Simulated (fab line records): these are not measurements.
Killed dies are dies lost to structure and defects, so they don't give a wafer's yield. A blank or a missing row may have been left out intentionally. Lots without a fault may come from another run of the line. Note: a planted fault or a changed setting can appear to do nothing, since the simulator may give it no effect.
Which tool is to blame? + flow sky130 + 72 wafers from 24 lots sampled at 2 of the route's 708 steps

WHAT EACH GAUGE READ, for each wafer
SKY_VT_ADJUST_LVTN_OVL_MEAS_18.
| lot  | measured     | on         | VT_ADJUST_LVTN_01_OVL (nm) |
|------|--------------|------------|----------------------------|
| L074 | day 7 17:31  | overlay-02 | -0.9 -0.2 -1.0             |
| L075 | day 7 22:42  | overlay-02 | 1.0 0.2 1.5                |
| L076 | day 8 04:45  | overlay-02 | -2.1 -1.4 -1.4             |
| L077 | day 8 21:21  | overlay-01 | -1.6 -0.4 -0.3             |
| L078 | day 9 08:00  | overlay-01 | -0.2 1.0 1.4               |
| L079 | day 9 13:03  | overlay-02 | -1.1 -0.3 -1.4             |
| L080 | day 9 15:03  | overlay-02 | 1.2 1.0 0.5                |
| L081 | day 9 22:15  | overlay-01 | -0.7 -1.1 -1.3             |
| L082 | day 10 04:23 | overlay-02 | 1.1 0.5 0.3                |
| L083 | day 10 15:25 | overlay-01 | 0.0 -1.0 -1.1              |
| L084 | day 10 17:34 | overlay-02 | -0.5 -0.4 0.1              |
| L085 | day 10 19:26 | overlay-02 | -1.4 -0.4 -3.2             |
| L086 | day 11 07:49 | overlay-02 | -1.4 -3.3 0.5              |
| L087 | day 11 12:26 | overlay-01 | -1.7 -0.2 -1.3             |
| L088 | day 11 22:03 | overlay-01 | -2.4 -0.9 -1.7             |
| L089 | day 12 03:43 | overlay-02 | -1.3 -0.6 -0.6             |
| L090 | day 12 10:33 | overlay-02 | 2.3 0.9 -1.4               |
| L091 | day 12 20:07 | overlay-01 | 4.1 -0.3 1.3               |
| L092 | day 13 01:33 | overlay-01 | 0.6 0.6 3.1                |
| L093 | day 13 03:05 | overlay-01 | 1.8 0.6 0.4                |
| L094 | day 13 16:57 | overlay-01 | -1.1 -0.7 0.9              |
| L095 | day 13 23:56 | overlay-01 | -1.6 -2.2 -1.9             |
| L096 | day 14 04:39 | overlay-01 | 0.7 0.6 0.0                |
| L097 | day 14 09:11 | overlay-01 | -1.2 -0.4 0.1              |

WHAT TOOL EACH LOT RAN ON (gives the tool, then ch and the chambers of the sampled wafers, and finally the start)
| lot  | SKY_FIELD_ISO_CMP_27         |
|------|------------------------------|
| L074 | cmp-02 ch 0,1,3, day 2 09:54 |
| L075 | cmp-01 ch 2,3, day 2 14:13   |
| L076 | cmp-01 ch 0,2, day 2 20:15   |
| L077 | cmp-01 ch 0,1,2, day 3 05:17 |
| L078 | cmp-01 ch 0,2,3, day 3 12:41 |
| L079 | cmp-02 ch 0,1,2, day 3 16:26 |
| L080 | cmp-02 ch 2,3, day 3 18:23   |
| L081 | cmp-01 ch 1,3, day 4 00:15   |
| L082 | cmp-01 ch 0,1,2, day 4 06:14 |
| L083 | cmp-01 ch 2,3, day 4 12:14   |
| L084 | cmp-01 ch 0,1,3, day 4 14:41 |
| L085 | cmp-01 ch 2,3, day 4 17:35   |
| L086 | cmp-01 ch 0,2, day 5 00:26   |
| L087 | cmp-01 ch 0,2,3, day 5 04:56 |
| L088 | cmp-02 ch 0,1,2, day 5 10:57 |
| L089 | cmp-01 ch 0,1,3, day 5 16:50 |
| L090 | cmp-02 ch 0,2,3, day 5 20:30 |
| L091 | cmp-01 ch 1,2, day 6 04:06   |
| L092 | cmp-01 ch 0,3, day 6 08:23   |
| L093 | cmp-01 ch 1,2, day 6 12:46   |
| L094 | cmp-02 ch 0,1,2, day 6 21:35 |
| L095 | cmp-02 ch 0,1, day 7 01:53   |
| L096 | cmp-02 ch 0,2,3, day 7 06:10 |
| L097 | cmp-02 ch 0,2,3, day 7 10:43 |
- SKY_FIELD_ISO_CMP_27: polishes, stops on Si3N4, t overpolish 16 s, target thk 457.8 nm.

WHAT THE TOOLS THEMSELVES READ (means of the sampled wafers that have a number; where no wafer has one, the mark that the record gives instead)
SKY_FIELD_ISO_CMP_27.
| lot  | tool   | motor current A (A) | overpolish run s (s) | time to endpoint s (s) |
|------|--------|---------------------|----------------------|------------------------|
| L074 | cmp-02 | 12.1                | 15.992               | 111                    |
| L075 | cmp-01 | 12.6                | 16.006               | 117                    |
| L076 | cmp-01 | 13.4                | 15.999               | 114                    |
| L077 | cmp-01 | 12.6                | 16.002               | 112                    |
| L078 | cmp-01 | 12.3                | 16.003               | 118                    |
| L079 | cmp-02 | 12.3                | 15.996               | 115                    |
| L080 | cmp-02 | 13.2                | 15.999               | 109                    |
| L081 | cmp-01 | 11.2                | 16.006               | 113                    |
| L082 | cmp-01 | 12.9                | 15.994               | 111                    |
| L083 | cmp-01 | 12.4                | 16.005               | 109                    |
| L084 | cmp-01 | 11.8                | 16.001               | 108                    |
| L085 | cmp-01 | 11.5                | 16.006               | 106                    |
| L086 | cmp-01 | 13.4                | 15.999               | 104                    |
| L087 | cmp-01 | 12.4                | 15.997               | 103                    |
| L088 | cmp-02 | 12.8                | 15.998               | 111                    |
| L089 | cmp-01 | 11.4                | 16.004               | 105                    |
| L090 | cmp-02 | 12.7                | 15.993               | 110                    |
| L091 | cmp-01 | 12.4                | 16.002               | 112                    |
| L092 | cmp-01 | 11.8                | 15.990               | 105                    |
| L093 | cmp-01 | 13.1                | 16.004               | 106                    |
| L094 | cmp-02 | 12.5                | 16.003               | 106                    |
| L095 | cmp-02 | 12.1                | 16.010               | 109                    |
| L096 | cmp-02 | 13.0                | 16.000               | 112                    |
| L097 | cmp-02 | 12.6                | 15.993               | 110                    |

THE ANSWER, worked out from the rows above alone
Rule: the lots themselves supply what counts as usual. Put in order of their means at a reading, lots are off if they are a third of the lots or fewer, leave a main group of 4 or more, and stand apart from it by a gap of 3 or more times the standard deviation of the main group's means; of several such gaps the widest counts. If all means in a main group match to the digits the tables above print for the reading, that group is not used. A lot without any number at a reading at which 4 lots or more have one is off too. Any other lot the step has rows for is counted as sound. Order of review: gauges by route order, followed by the tools' own readings, for which a lot's mean as printed above is used. At the first step where some lot is off, the reading lying furthest off is the one used; lots without a number count as furthest.
Across all readings shown, no lot is off: no conclusion can be drawn from this.

WHAT WAS PUT IN BY THE SIMULATOR
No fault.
